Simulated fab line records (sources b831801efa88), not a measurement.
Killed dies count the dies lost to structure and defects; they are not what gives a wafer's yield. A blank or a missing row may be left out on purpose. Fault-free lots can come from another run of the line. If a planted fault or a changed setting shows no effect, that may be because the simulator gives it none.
The tool behind it: which one? ; flow sky130 ; Sampling: 11 lots, 33 wafers, 6 of 708 route steps

WHAT THE GAUGES SHOWED, per wafer
SKY_LDD_N_TW_MEAS_17.
lot;measured;on;LDD_N_TW
L911;day 18 04:10;film-metro-03;2590 2580 2582
L913;day 18 23:45;film-metro-02;2585 2573 2586
L914;day 19 03:32;film-metro-03;2584 2595 2594
L917;day 20 12:18;film-metro-02;2599 2591 2595
L918;day 21 07:04;film-metro-02;2593 2598 2594
L921;day 22 13:35;film-metro-01;2586 2582 2568
L923;day 22 21:19;film-metro-02;2605 2609 2607
L924;day 23 03:14;film-metro-02;2602 2605 2597
L925;day 23 15:35;film-metro-03;2690 2689 2691
L929;day 25 01:34;film-metro-01;2673 2692 2689
L933;day 26 03:14;film-metro-03;2585 2578 2582

SKY_LDD_P_CD_MEAS_07: target cd 380 nm.
lot;measured;on;cd-nm (nm)
L911;day 19 11:59;cd-sem-02;379.0 378.7 380.8
L913;day 20 06:43;cd-sem-01;381.5 384.7 383.7
L914;day 20 10:43;cd-sem-01;383.9 381.3 383.1
L917;day 21 19:58;cd-sem-01;375.4 374.5 376.9
L918;day 22 14:04;cd-sem-01;378.7 379.1 378.9
L921;day 23 19:31;cd-sem-01;379.1 377.9 381.7
L923;day 24 03:12;cd-sem-01;377.9 379.3 377.4
L924;day 24 09:32;cd-sem-01;378.8 377.9 378.6
L925;day 24 21:32;cd-sem-01;379.7 382.4 382.4
L929;day 26 06:52;cd-sem-01;383.3 379.6 384.3
L933;day 27 08:01;cd-sem-01;376.6 377.9 377.6

TOOL THAT RAN EACH LOT (tool first, then ch and the chambers of the sampled wafers, then the start)
lot;SKY_GATE_OXIDE_STRIP_13;SKY_POLY_GATE_ETCH_16;SKY_LDD_N_IMPLANT_09;SKY_LDD_N_STRIP_16
L911;plasma-asher-01 ch 0,1, day 14 01:31;rie-diel-02 ch 0,1,2, day 16 19:22;implanter-04 ch 0, day 18 03:01;plasma-asher-04 ch 0,1, day 18 04:04
L913;plasma-asher-01 ch 0,1, day 14 21:37;rie-diel-02 ch 0,1,2, day 17 12:40;implanter-03 ch 0, day 18 22:37;plasma-asher-04 ch 0,1, day 18 23:38
L914;plasma-asher-04 ch 0,1, day 15 03:46;rie-diel-02 ch 1,2,3, day 17 17:50;implanter-03 ch 0, day 19 02:23;plasma-asher-04 ch 0,1, day 19 03:26
L917;plasma-asher-01 ch 0,1, day 16 03:40;rie-diel-01 ch 0,1,3, day 18 23:58;implanter-03 ch 0, day 20 11:11;plasma-asher-04 ch 0,1, day 20 12:13
L918;plasma-asher-04 ch 0,1, day 17 00:14;rie-diel-02 ch 1,2,3, day 19 20:13;implanter-02 ch 0, day 21 05:56;plasma-asher-03 ch 0,1, day 21 06:58
L921;plasma-asher-01 ch 0,1, day 18 07:59;rie-diel-01 ch 0,2,3, day 21 03:10;implanter-03 ch 0, day 22 12:26;plasma-asher-04 ch 0,1, day 22 13:29
L923;plasma-asher-03 ch 0,1, day 18 13:43;rie-diel-01 ch 0,2,3, day 21 10:38;implanter-03 ch 0, day 22 20:10;plasma-asher-02 ch 0,1, day 22 21:13
L924;plasma-asher-03 ch 0,1, day 18 19:45;rie-diel-01 ch 0,2,3, day 21 17:10;implanter-02 ch 0, day 23 02:07;plasma-asher-02 ch 0,1, day 23 03:07
L925;plasma-asher-01 ch 0,1, day 19 09:13;rie-diel-02 ch 0,2,3, day 22 04:55;implanter-03 ch 0, day 23 14:01;plasma-asher-04 ch 0,1, day 23 15:30
L929;plasma-asher-04 ch 0,1, day 20 13:17;rie-diel-01 ch 1,2, day 23 10:40;implanter-04 ch 0, day 25 00:03;plasma-asher-03 ch 0,1, day 25 01:24
L933;plasma-asher-01 ch 0,1, day 21 23:22;rie-diel-03 ch 2,3, day 24 17:20;implanter-03 ch 0, day 26 02:07;plasma-asher-04 ch 0,1, day 26 03:08
- SKY_GATE_OXIDE_STRIP_13: strips in O2/N2.
- SKY_POLY_GATE_ETCH_16: etches Si3N4 in CH3F/O2, stops on poly-Si, time 147.5 s, target depth 75 nm.
- SKY_LDD_N_IMPLANT_09
- SKY_LDD_N_STRIP_16: strips in O2/N2.

WHAT THE TOOLS THEMSELVES READ (means of the sampled wafers that have a number; where no wafer has one, the mark that the record gives instead)
SKY_GATE_OXIDE_STRIP_13.
lot;tool;drypump-motor-current-A (A);oes-product-au (a.u.);strip-time-to-endpoint-s (s)
L911;plasma-asher-01;6.2;0.710;14.26
L913;plasma-asher-01;6.2;0.714;14.15
L914;plasma-asher-04;6.2;0.718;14.25
L917;plasma-asher-01;6.2;0.715;14.20
L918;plasma-asher-04;6.2;0.713;14.22
L921;plasma-asher-01;6.0;0.715;14.25
L923;plasma-asher-03;5.8;0.716;14.16
L924;plasma-asher-03;5.9;0.713;14.20
L925;plasma-asher-01;6.0;0.718;14.15
L929;plasma-asher-04;6.2;0.711;14.18
L933;plasma-asher-01;6.0;0.714;14.23

SKY_POLY_GATE_ETCH_16.
lot;tool;O2_flow_sccm (sccm);drypump-motor-current-A (A);oes-product-au (a.u.);throttle-valve-pct (%)
L911;rie-diel-02;30.07;5.3;0.637;10.533
L913;rie-diel-02;30.10;5.4;0.637;10.523
L914;rie-diel-02;30.02;5.5;0.641;10.537
L917;rie-diel-01;30.02;6.1;0.642;10.539
L918;rie-diel-02;29.99;5.5;0.649;10.539
L921;rie-diel-01;29.99;6.3;0.642;10.534
L923;rie-diel-01;29.94;6.4;0.640;10.538
L924;rie-diel-01;30.04;6.3;0.640;10.535
L925;rie-diel-02;29.96;5.6;0.637;10.541
L929;rie-diel-01;29.96;6.0;0.644;10.527
L933;rie-diel-03;29.99;6.0;0.638;10.542

SKY_LDD_N_IMPLANT_09.
lot;tool;beam-on-s (s)
L911;implanter-04;9.92
L913;implanter-03;10.00
L914;implanter-03;10.17
L917;implanter-03;10.20
L918;implanter-02;10.05
L921;implanter-03;10.10
L923;implanter-03;9.93
L924;implanter-02;10.10
L925;implanter-03;10.06
L929;implanter-04;10.04
L933;implanter-03;10.09

SKY_LDD_N_STRIP_16.
lot;tool;drypump-motor-current-A (A);oes-product-au (a.u.);strip-time-to-endpoint-s (s)
L911;plasma-asher-04;6.3;0.407;4.327
L913;plasma-asher-04;6.4;0.409;4.327
L914;plasma-asher-04;6.3;0.407;4.307
L917;plasma-asher-04;6.2;0.405;4.313
L918;plasma-asher-03;5.9;0.403;4.331
L921;plasma-asher-04;6.3;0.405;4.304
L923;plasma-asher-02;6.1;0.404;4.324
L924;plasma-asher-02;6.1;0.406;4.322
L925;plasma-asher-04;6.3;0.404;4.533
L929;plasma-asher-03;5.9;0.401;4.513
L933;plasma-asher-04;6.2;0.406;4.318

THE ANSWER, worked out from the rows above alone
Rule: usual is defined by the lots themselves. The widest of any qualifying gaps counts: lots, ordered by their means at a reading, are off when they make up no more than a third of the lots, leave a main group of 4 or more, and stand apart from it by 3 or more times the standard deviation of that group's means. If all means in a main group match to the digits the tables above print for the reading, that group is not used. A lot without any number at a reading at which 4 lots or more have one is off too. Any other lot the step has rows for is counted as sound. Order of review: gauges by route order, followed by the tools' own readings, for which a lot's mean as printed above is used. The first step at which some lot is off is used, and at that step the reading that is off furthest; a lot without a number counts as furthest.
Off: L925, L929, seen at SKY_LDD_N_TW_MEAS_17 (LDD_N_TW). The main group: mean 2591, standard deviation 9.3.
If a tool, at a process step before that reading, ran all the lots that are off and no sound lot after the first of them, it fits. Not tried: the gauges at SKY_LDD_N_TW_MEAS_17; whatever is off there is also off at SKY_LDD_N_STRIP_16, on other tools, and gauge error can't account for it. Not one of the candidates tried fits.

WHAT WAS PUT IN BY THE SIMULATOR
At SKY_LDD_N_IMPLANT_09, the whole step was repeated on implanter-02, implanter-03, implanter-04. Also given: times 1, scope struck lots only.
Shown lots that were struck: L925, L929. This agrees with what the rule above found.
